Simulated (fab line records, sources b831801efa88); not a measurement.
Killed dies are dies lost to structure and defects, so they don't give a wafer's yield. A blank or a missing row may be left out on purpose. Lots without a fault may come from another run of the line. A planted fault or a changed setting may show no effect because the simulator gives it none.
Which tool did it? | flow sky130 | 14 lots, 42 wafers sampled, at 3 steps of a route of 708

WHAT THE GAUGES READ, wafer by wafer
SKY_LI_CONTACT_RS_MEAS_22: measures by four-point-probe. Usual: LI_CONTACT_W_RS 0.286 ohm/sq, standard deviation 0.0031.
lot  | measured     | on            | LI_CONTACT_W_RS (ohm/sq) | flag
L254 | day 29 12:02 | film_metro-01 | 0.283 0.286 0.291        |
L255 | day 30 01:42 | film_metro-01 | 0.279 0.281 0.281        |
L256 | day 30 03:18 | film_metro-02 | 0.287 0.289 0.284        |
L263 | day 33 02:59 | film_metro-01 | 0.286 0.289 0.287        |
L264 | day 33 13:12 | film_metro-03 | 0.280 0.284 0.287        |
L265 | day 33 16:58 | film_metro-02 | 0.290 0.285 0.290        |
L267 | day 33 23:20 | film_metro-02 | 0.285 0.286 0.283        |
L269 | day 34 18:42 | film_metro-01 | 0.286 0.289 0.288        |
L270 | day 35 07:23 | film_metro-02 | 0.289 0.287 0.288        |
L271 | day 35 09:12 | film_metro-01 | 0.285 0.287 0.290        |
L272 | day 35 14:08 | film_metro-03 | 0.287 0.288 0.287        |
L273 | day 35 16:03 | film_metro-01 | 0.285 0.283 0.288        |
L274 | day 36 03:33 | film_metro-02 | 0.285 0.283 0.282        |
L276 | day 36 20:32 | film_metro-03 | 0.289 0.286 0.290        |

WHICH TOOL RAN EACH LOT (tool, then ch and the chambers of the sampled wafers, then the start)
lot  | SKY_LI_CONTACT_EXPOSE_09          | SKY_LI_CONTACT_STRIP_16
L254 | krf_scanner-02 ch 0, day 28 21:17 | plasma_asher-03 ch 0,1, day 29 11:17
L255 | krf_scanner-02 ch 0, day 29 11:02 | plasma_asher-03 ch 0,1, day 30 01:08
L256 | krf_scanner-02 ch 0, day 29 12:16 | plasma_asher-01 ch 0,1, day 30 02:44
L263 | krf_scanner-02, day 32 13:41      | plasma_asher-02 ch 0,1, day 33 02:25
L264 | krf_scanner-01, day 32 23:10      | plasma_asher-01 ch 0,1, day 33 12:37
L265 | krf_scanner-01 ch 0, day 33 02:56 | plasma_asher-01 ch 0,1, day 33 16:23
L267 | krf_scanner-02 ch 0, day 33 09:50 | plasma_asher-03 ch 0,1, day 33 22:47
L269 | krf_scanner-01 ch 0, day 34 05:25 | plasma_asher-02 ch 0,1, day 34 18:07
L270 | krf_scanner-02 ch 0, day 34 16:44 | plasma_asher-03 ch 0,1, day 35 06:49
L271 | krf_scanner-02 ch 0, day 34 19:08 | plasma_asher-03 ch 0,1, day 35 08:38
L272 | krf_scanner-02 ch 0, day 34 23:53 | plasma_asher-02 ch 0,1, day 35 13:33
L273 | krf_scanner-01 ch 0, day 35 01:22 | plasma_asher-03 ch 0,1, day 35 15:28
L274 | krf_scanner-01 ch 0, day 35 14:39 | plasma_asher-02 ch 0,1, day 36 02:58
L276 | krf_scanner-01 ch 0, day 36 06:25 | plasma_asher-02 ch 0,1, day 36 19:58
- SKY_LI_CONTACT_EXPOSE_09: exposes mask LICM1, target cd 170 nm.
- SKY_LI_CONTACT_STRIP_16: strips in O2/N2.

WHAT THE TOOLS THEMSELVES READ (means of the sampled wafers that have a number; where no wafer has one, the mark that the record gives instead)
SKY_LI_CONTACT_EXPOSE_09. Usual: exposure_dose_mJ_cm2 37.99, standard deviation 0.034; focus_offset_nm 0.1 nm, standard deviation 0.5.
lot  | tool           | exposure_dose_mJ_cm2 | focus_offset_nm (nm) | flag
L254 | krf_scanner-02 | 37.97                | -0.4                 |
L255 | krf_scanner-02 | 37.97                | -0.3                 |
L256 | krf_scanner-02 | 37.99                | 0.3                  |
L263 | krf_scanner-02 | -                    | -                    | OFF
L264 | krf_scanner-01 | -                    | -                    | OFF
L265 | krf_scanner-01 | 37.95                | -0.1                 |
L267 | krf_scanner-02 | 38.05                | -0.1                 |
L269 | krf_scanner-01 | 37.99                | -0.4                 |
L270 | krf_scanner-02 | 37.98                | -0.5                 |
L271 | krf_scanner-02 | 38.00                | 0.8                  |
L272 | krf_scanner-02 | 38.01                | 0.4                  |
L273 | krf_scanner-01 | 37.99                | 0.1                  |
L274 | krf_scanner-01 | 37.99                | 0.4                  |
L276 | krf_scanner-01 | 37.99                | 0.3                  |

SKY_LI_CONTACT_STRIP_16. Usual: drypump_motor_current_A 5.9 A, standard deviation 0.37; oes_product_au 0.375 a.u., standard deviation 0.0053; strip_time_to_endpoint_s 3.48 s, standard deviation 0.038.
lot  | tool            | drypump_motor_current_A (A) | oes_product_au (a.u.) | strip_time_to_endpoint_s (s) | flag
L254 | plasma_asher-03 | 5.5                         | 0.375                 | 3.50                         |
L255 | plasma_asher-03 | 5.5                         | 0.370                 | 3.43                         |
L256 | plasma_asher-01 | 5.8                         | 0.380                 | 3.49                         |
L263 | plasma_asher-02 | 6.4                         | 0.376                 | 3.48                         |
L264 | plasma_asher-01 | 5.7                         | 0.374                 | 3.45                         |
L265 | plasma_asher-01 | 5.8                         | 0.372                 | 3.48                         |
L267 | plasma_asher-03 | 5.6                         | 0.379                 | 3.49                         |
L269 | plasma_asher-02 | 6.4                         | 0.367                 | 3.48                         |
L270 | plasma_asher-03 | 5.6                         | 0.377                 | 3.47                         |
L271 | plasma_asher-03 | 5.5                         | 0.373                 | 3.46                         |
L272 | plasma_asher-02 | 6.3                         | 0.376                 | 3.45                         |
L273 | plasma_asher-03 | 5.6                         | 0.373                 | 3.44                         |
L274 | plasma_asher-02 | 6.4                         | 0.375                 | 3.51                         |
L276 | plasma_asher-02 | 6.3                         | 0.373                 | 3.45                         |

THE ANSWER, worked out from the rows above alone
Rule: a lot is off if the mean of its wafers that have a number lies more than 3 standard deviations from the usual mean. A lot without any number at a reading at which 4 lots or more have one is off too. The other lots that the step has rows for count as sound. The gauges are gone through in route order, then the tools' own readings, and for those a lot's mean is taken as printed above. The first step at which some lot is off is used, and at that step the reading that is off furthest; a lot without a number counts as furthest.
Off: L263, L264, at SKY_LI_CONTACT_EXPOSE_09 (exposure_dose_mJ_cm2). Without a number there: L263, L264.
A tool fits if, at that step or a process step before it, it ran every lot that is off, and no sound lot after the first of them. None of those tried fits.

WHAT THE SIMULATOR HAD PUT IN
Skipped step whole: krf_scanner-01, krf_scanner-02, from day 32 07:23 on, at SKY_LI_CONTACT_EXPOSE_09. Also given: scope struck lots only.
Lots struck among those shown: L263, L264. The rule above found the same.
